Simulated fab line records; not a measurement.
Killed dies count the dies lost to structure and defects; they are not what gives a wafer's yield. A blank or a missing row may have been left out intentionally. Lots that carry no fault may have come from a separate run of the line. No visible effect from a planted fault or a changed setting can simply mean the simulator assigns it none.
What tool caused it? | flow gf180mcu | 12 lots, 36 wafers sampled, at 5 steps of a route of 602

== WHAT EACH GAUGE READ, for each wafer ==
GF_V4_CD_MEAS_14: the cd target is 260 nm. Usual: cd nm 260.1 nm, standard deviation 1.2.
lot  | measured     | on        | cd nm (nm)        | flag
L447 | day 24 14:47 | cd sem-01 | 259.4 261.2 260.2 |
L451 | day 26 01:30 | cd sem-01 | 261.4 262.4 261.8 |
L452 | day 26 01:35 | cd sem-02 | 259.4 260.4 260.0 |
L453 | day 26 12:02 | cd sem-02 | 259.7 260.7 259.9 |
L456 | day 27 08:43 | cd sem-02 | 259.4 260.9 260.3 |
L458 | day 28 00:41 | cd sem-02 | 261.1 259.6 260.9 |
L461 | day 28 20:33 | cd sem-02 | 263.1 262.6 262.8 |
L462 | day 29 00:49 | cd sem-02 | 259.3 259.6 259.9 |
L466 | day 30 07:22 | cd sem-01 | 226.8 227.5 226.9 | OFF
L467 | day 30 13:54 | cd sem-01 | 225.2 225.5 226.0 | OFF
L468 | day 30 17:19 | cd sem-01 | 260.3 259.5 260.3 |
L470 | day 31 11:38 | cd sem-01 | 258.6 258.9 259.0 |

GF_V4_OVL_MEAS_15. Usual: V4_OVL gives 0 nm (standard deviation 5.2).
lot  | measured     | on         | V4_OVL (nm) | flag
L447 | day 24 14:54 | overlay-01 | 6 -2 -6     |
L451 | day 26 01:37 | overlay-02 | -7 -1 7     |
L452 | day 26 01:42 | overlay-01 | -17 -10 -8  |
L453 | day 26 12:08 | overlay-02 | 5 -6 4      |
L456 | day 27 08:50 | overlay-02 | 0 8 -3      |
L458 | day 28 00:47 | overlay-01 | 0 8 -2      |
L461 | day 28 20:40 | overlay-02 | -2 1 5      |
L462 | day 29 00:56 | overlay-01 | 0 5 4       |
L466 | day 30 07:26 | overlay-01 | 7 -4 3      |
L467 | day 30 14:01 | overlay-02 | -1 1 10     |
L468 | day 30 17:25 | overlay-02 | -6 -4 -3    |
L470 | day 31 11:46 | overlay-02 | 9 0 3       |

== WHICH TOOL RAN EACH LOT (tool, then ch and the chambers of the sampled wafers, then the start) ==
lot  | GF_M4_SPUTTER_03             | GF_M4_STRIP_17                       | GF_V4_PEB_12
L447 | pvd sputter-03, day 22 15:28 | plasma asher-01 ch 0,1, day 23 15:17 | litho track-04 ch 0, day 24 14:26
L451 | pvd sputter-01, day 24 03:52 | plasma asher-03 ch 0,1, day 25 02:34 | litho track-02 ch 0, day 26 01:09
L452 | pvd sputter-03, day 24 03:56 | plasma asher-02 ch 0,1, day 25 02:53 | litho track-04 ch 0, day 26 01:14
L453 | pvd sputter-01, day 24 16:04 | plasma asher-03 ch 0,1, day 25 13:46 | litho track-02 ch 0, day 26 11:43
L456 | pvd sputter-04, day 25 13:53 | plasma asher-01 ch 0,1, day 26 11:17 | litho track-02 ch 0, day 27 08:23
L458 | pvd sputter-04, day 26 06:41 | plasma asher-01 ch 0,1, day 27 03:31 | litho track-02 ch 0, day 28 00:20
L461 | pvd sputter-01, day 27 03:54 | plasma asher-03 ch 0,1, day 27 23:59 | litho track-02 ch 0, day 28 20:12
L462 | pvd sputter-04, day 27 08:16 | plasma asher-03 ch 0,1, day 28 04:18 | litho track-04 ch 0, day 29 00:28
L466 | pvd sputter-01, day 28 15:58 | plasma asher-03 ch 0,1, day 29 11:22 | litho track-02 ch 0, day 30 07:03
L467 | pvd sputter-01, day 28 22:36 | plasma asher-03 ch 0,1, day 29 17:37 | litho track-02 ch 0, day 30 13:33
L468 | pvd sputter-04, day 29 03:10 | plasma asher-02 ch 0,1, day 29 22:16 | litho track-04 ch 0, day 30 16:59
L470 | pvd sputter-01, day 29 22:29 | plasma asher-03 ch 0,1, day 30 16:40 | litho track-01 ch 0, day 31 11:17
- GF_M4_SPUTTER_03: material Ti, target thk 10 nm, time 6.7 s.
- GF_M4_STRIP_17: strips in O2/N2.
- GF_V4_PEB_12: peb time 90 s.

== AS READ BY THE TOOLS THEMSELVES (means over the sampled wafers that have a number; for cases with no such wafer, the mark the record gives instead) ==
GF_M4_SPUTTER_03. Usual: throttle valve pct 30.0 %, standard deviation 1.3.
lot  | tool           | throttle valve pct (%) | flag
L447 | pvd sputter-03 | 28.5                   |
L451 | pvd sputter-01 | 30.2                   |
L452 | pvd sputter-03 | 28.8                   |
L453 | pvd sputter-01 | 30.6                   |
L456 | pvd sputter-04 | 30.1                   |
L458 | pvd sputter-04 | 29.1                   |
L461 | pvd sputter-01 | 31.0                   |
L462 | pvd sputter-04 | 30.1                   |
L466 | pvd sputter-01 | 30.8                   |
L467 | pvd sputter-01 | 30.9                   |
L468 | pvd sputter-04 | 28.5                   |
L470 | pvd sputter-01 | 31.0                   |

GF_M4_STRIP_17. Usual: drypump motor current A 5.4 A, standard deviation 0.37; heater power w 315 W, standard deviation 31; oes product au 0.538 a.u., standard deviation 0.0044; strip time to endpoint s 7.41 s, standard deviation 0.064.
lot  | tool            | drypump motor current A (A) | heater power w (W) | oes product au (a.u.) | strip time to endpoint s (s) | flag
L447 | plasma asher-01 | 5.6                         | 355                | 0.542                 | 7.54                         |
L451 | plasma asher-03 | 4.9                         | 298                | 0.538                 | 7.37                         |
L452 | plasma asher-02 | 5.7                         | 296                | 0.542                 | 7.49                         |
L453 | plasma asher-03 | 4.9                         | 292                | 0.541                 | 7.49                         |
L456 | plasma asher-01 | 5.7                         | 360                | 0.532                 | 7.34                         |
L458 | plasma asher-01 | 5.7                         | 365                | 0.540                 | 7.38                         |
L461 | plasma asher-03 | 5.0                         | 295                | 0.538                 | 7.35                         |
L462 | plasma asher-03 | 5.1                         | 313                | 0.538                 | 7.43                         |
L466 | plasma asher-03 | 5.0                         | 299                | 0.539                 | 7.42                         |
L467 | plasma asher-03 | 5.0                         | 294                | 0.534                 | 7.32                         |
L468 | plasma asher-02 | 5.7                         | 291                | 0.538                 | 7.36                         |
L470 | plasma asher-03 | 5.1                         | 312                | 0.538                 | 7.44                         |

GF_V4_PEB_12. Usual: chill plate temp C 23.01 C, standard deviation 0.11; heater power total W 85.70 W, standard deviation 0.08; plate temp C 134.99 C, standard deviation 0.12.
lot  | tool           | chill plate temp C (C) | heater power total W (W) | plate temp C (C) | flag
L447 | litho track-04 | 22.90                  | 85.63                    | 134.86           |
L451 | litho track-02 | 23.05                  | 85.71                    | 134.98           |
L452 | litho track-04 | 23.08                  | 85.60                    | 134.97           |
L453 | litho track-02 | 23.03                  | 85.74                    | 134.92           |
L456 | litho track-02 | 23.14                  | 85.70                    | 135.06           |
L458 | litho track-02 | 22.93                  | 85.67                    | 135.05           |
L461 | litho track-02 | 22.98                  | 85.73                    | 135.00           |
L462 | litho track-04 | 22.80                  | 85.63                    | 134.98           |
L466 | litho track-02 | 22.91                  | 79.14                    | 127.01           | OFF
L467 | litho track-02 | 23.09                  | 79.19                    | 127.02           | OFF
L468 | litho track-04 | 22.95                  | 85.76                    | 135.03           |
L470 | litho track-01 | 22.89                  | 85.69                    | 134.97           |

== THE ANSWER, worked out from the rows above alone ==
Rule: take the mean of a lot's wafers that have a number; if it is more than 3 standard deviations from the usual mean, the lot is off. A lot without any number at a reading at which 4 lots or more have one is off too. All remaining lots with rows at the step are treated as sound. The gauges are gone through in route order, then the tools' own readings, and for those a lot's mean is taken as printed above. At the first step where some lot is off, the reading lying furthest off is the one used; lots without a number count as furthest.
Off: L466, L467, at GF_V4_CD_MEAS_14 (cd nm).
If a tool, at a process step before that reading, ran all the lots that are off and no sound lot after the first of them, it fits. The gauges at GF_V4_CD_MEAS_14 aren't tried: what is off there is off at GF_V4_PEB_12 too, on other tools, and a gauge's error can't cause that. One candidate fits, namely litho track-02 at GF_V4_PEB_12. Its last sound lot is L461 (day 28 20:12), its first lot that is off L466 (day 30 07:03): a fault that began between those two fits.
The tool's own readings at GF_V4_PEB_12 bear it out: on the lots that are off they differ by more than 5 times the standard deviation of the sound lots' means. heater power total W reads 79.16 W there against 85.69 W on the sound lots; plate temp C reads 127.02 C there against 134.98 C on the sound lots.

== WHAT THE SIMULATOR PUT IN ==
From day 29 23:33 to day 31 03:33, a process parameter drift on litho track-02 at GF_V4_PEB_12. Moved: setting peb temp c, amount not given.
Shown lots that were struck: L466, L467. The rule above reached the same finding.
